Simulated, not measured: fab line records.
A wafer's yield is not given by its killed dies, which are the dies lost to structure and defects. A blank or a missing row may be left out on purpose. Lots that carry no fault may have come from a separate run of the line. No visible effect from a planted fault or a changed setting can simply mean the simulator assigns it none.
Split-lot experiment :: flow gf180mcu :: 5 lots, 23 wafers read, on a route of 602 steps

ON THE SPLIT
At GF_HV_LDD_COAT_41 (resist thk 1000 nm), the setting spinRpm was moved away from the recipe's 3000 rpm on 7 of the 23 wafers read, by -2.4% to +5.7%. This setting was run at the recipe's value on the other wafers.

Reading taken at the split's own step.

THE READING
NOVOLAK_of_HV_LDD_COAT_41.thkNm (the simulator's own value, which no gauge read), in nm, at GF_HV_LDD_COAT_41 (resist thk 1000 nm). No usual value for it is given in the file. Across the 16 wafers here that went through the recipe, the average is 997.3 nm and the standard deviation 3.2 nm.

wafer: L079.1
tool, chamber at the split: lithoTrack-04, 0
spinRpm as run, rpm: 3000
against the recipe: recipe
NOVOLAK_of_HV_LDD_COAT_41.thkNm, nm: 999.2
against lot-mates on the recipe: -

wafer: L079.3
tool, chamber at the split: lithoTrack-04, 0
spinRpm as run, rpm: 3000
against the recipe: recipe
NOVOLAK_of_HV_LDD_COAT_41.thkNm, nm: 1000
against lot-mates on the recipe: -

wafer: L079.4
tool, chamber at the split: lithoTrack-04, 0
spinRpm as run, rpm: 3000
against the recipe: recipe
NOVOLAK_of_HV_LDD_COAT_41.thkNm, nm: 1000
against lot-mates on the recipe: -

wafer: L079.5
tool, chamber at the split: lithoTrack-04, 0
spinRpm as run, rpm: 3103
against the recipe: +3.4%
NOVOLAK_of_HV_LDD_COAT_41.thkNm, nm: 984.1
against lot-mates on the recipe: -15.6

wafer: L079.6
tool, chamber at the split: lithoTrack-04, 0
spinRpm as run, rpm: 3103
against the recipe: +3.4%
NOVOLAK_of_HV_LDD_COAT_41.thkNm, nm: 987.3
against lot-mates on the recipe: -12.4

wafer: L081.1
tool, chamber at the split: lithoTrack-02, 0
spinRpm as run, rpm: 3171
against the recipe: +5.7%
NOVOLAK_of_HV_LDD_COAT_41.thkNm, nm: 969.9
against lot-mates on the recipe: -25.7

wafer: L081.2
tool, chamber at the split: lithoTrack-02, 0
spinRpm as run, rpm: 3000
against the recipe: recipe
NOVOLAK_of_HV_LDD_COAT_41.thkNm, nm: 994.9
against lot-mates on the recipe: -

wafer: L081.3
tool, chamber at the split: lithoTrack-02, 0
spinRpm as run, rpm: 3000
against the recipe: recipe
NOVOLAK_of_HV_LDD_COAT_41.thkNm, nm: 998.7
against lot-mates on the recipe: -

wafer: L081.5
tool, chamber at the split: lithoTrack-02, 0
spinRpm as run, rpm: 3171
against the recipe: +5.7%
NOVOLAK_of_HV_LDD_COAT_41.thkNm, nm: 967.5
against lot-mates on the recipe: -28.1

wafer: L081.6
tool, chamber at the split: lithoTrack-02, 0
spinRpm as run, rpm: 3000
against the recipe: recipe
NOVOLAK_of_HV_LDD_COAT_41.thkNm, nm: 993.1
against lot-mates on the recipe: -

wafer: L080.1
tool, chamber at the split: lithoTrack-02, 0
spinRpm as run, rpm: 2927
against the recipe: -2.4%
NOVOLAK_of_HV_LDD_COAT_41.thkNm, nm: 1011
against lot-mates on the recipe: +14.2

wafer: L080.2
tool, chamber at the split: lithoTrack-02, 0
spinRpm as run, rpm: 2927
against the recipe: -2.4%
NOVOLAK_of_HV_LDD_COAT_41.thkNm, nm: 1009
against lot-mates on the recipe: +12.2

wafer: L080.3
tool, chamber at the split: lithoTrack-02, 0
spinRpm as run, rpm: 3000
against the recipe: recipe
NOVOLAK_of_HV_LDD_COAT_41.thkNm, nm: 996.8
against lot-mates on the recipe: -

wafer: L080.4
tool, chamber at the split: lithoTrack-02, 0
spinRpm as run, rpm: 2927
against the recipe: -2.4%
NOVOLAK_of_HV_LDD_COAT_41.thkNm, nm: 1013
against lot-mates on the recipe: +16.2

wafer: L080.5
tool, chamber at the split: lithoTrack-02, 0
spinRpm as run, rpm: 3000
against the recipe: recipe
NOVOLAK_of_HV_LDD_COAT_41.thkNm, nm: 996.9
against lot-mates on the recipe: -

wafer: L082.1
tool, chamber at the split: lithoTrack-02, 0
spinRpm as run, rpm: 3000
against the recipe: recipe
NOVOLAK_of_HV_LDD_COAT_41.thkNm, nm: 993.5
against lot-mates on the recipe: -

wafer: L082.2
tool, chamber at the split: lithoTrack-02, 0
spinRpm as run, rpm: 3000
against the recipe: recipe
NOVOLAK_of_HV_LDD_COAT_41.thkNm, nm: 994
against lot-mates on the recipe: -

wafer: L082.3
tool, chamber at the split: lithoTrack-02, 0
spinRpm as run, rpm: 3000
against the recipe: recipe
NOVOLAK_of_HV_LDD_COAT_41.thkNm, nm: 997.4
against lot-mates on the recipe: -

wafer: L082.4
tool, chamber at the split: lithoTrack-02, 0
spinRpm as run, rpm: 3000
against the recipe: recipe
NOVOLAK_of_HV_LDD_COAT_41.thkNm, nm: 992.2
against lot-mates on the recipe: -

wafer: L082.5
tool, chamber at the split: lithoTrack-02, 0
spinRpm as run, rpm: 3000
against the recipe: recipe
NOVOLAK_of_HV_LDD_COAT_41.thkNm, nm: 995.1
against lot-mates on the recipe: -

wafer: L085.3
tool, chamber at the split: lithoTrack-04, 0
spinRpm as run, rpm: 3000
against the recipe: recipe
NOVOLAK_of_HV_LDD_COAT_41.thkNm, nm: 1003
against lot-mates on the recipe: -

wafer: L085.4
tool, chamber at the split: lithoTrack-04, 0
spinRpm as run, rpm: 3000
against the recipe: recipe
NOVOLAK_of_HV_LDD_COAT_41.thkNm, nm: 1002
against lot-mates on the recipe: -

wafer: L085.6
tool, chamber at the split: lithoTrack-04, 0
spinRpm as run, rpm: 3000
against the recipe: recipe
NOVOLAK_of_HV_LDD_COAT_41.thkNm, nm: 999.9
against lot-mates on the recipe: -

THE FIT
A straight line over all 23 wafers: NOVOLAK_of_HV_LDD_COAT_41.thkNm changes by -4.82 nm for each +1% of spinRpm; r = -0.95; the points scatter about the line by 3.3 nm.
The same after taking each lot's own level away (the mean of its wafers on the recipe; 23 wafers): -4.82 nm for each +1%; r = -0.98; scatter 1.9 nm.
According to that fit, moving spinRpm by its largest amount changes the reading by 27 nm.
From 994.44 to 1001.63 nm: that is the span of the lots' own levels, equal to 2.3 times the standard deviation above.
The two slopes are in agreement: the lot-to-lot level therefore moves the slope only a little.
Check: for one of the wafers moved furthest among these (+5.7%), held out of the fit, the line's prediction against its lot-mates is -27.4 nm. Against them it came out at -25.7 nm.

FURTHER SPLITS ON THESE WAFERS
Other splits were also applied to these wafers ahead of the reading. Each is held against what the fit with the lots' levels taken away leaves over:
other split on the same wafers: GF_HV_LDD_DEVELOP_30 developTimeS
wafers away from the commonest value: 4
r with NOVOLAK_of_HV_LDD_COAT_41.thkNm (lot level and that fit taken away): -0.18

THE WHOLE CHAIN: every reading that the file lists as answering this split, in the file's order
step: GF_HV_LDD_COAT_41
what it does: resist thk 1000 nm
reading: NOVOLAK_of_HV_LDD_COAT_41.thkNm (the simulator's own value, which no gauge read)
change (the file's fit): -4.7 nm for each +1% of the setting
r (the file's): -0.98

step: GF_HV_LDD_STRIP_49
what it does: strips in O2/N2
reading: stripTimeToEndpointS
change (the file's fit): withheld for each +1% of the setting
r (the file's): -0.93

THE FILE'S OWN FIT
NOVOLAK_of_HV_LDD_COAT_41.thkNm changes by -4.7 nm for each +1% of spinRpm, r = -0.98.
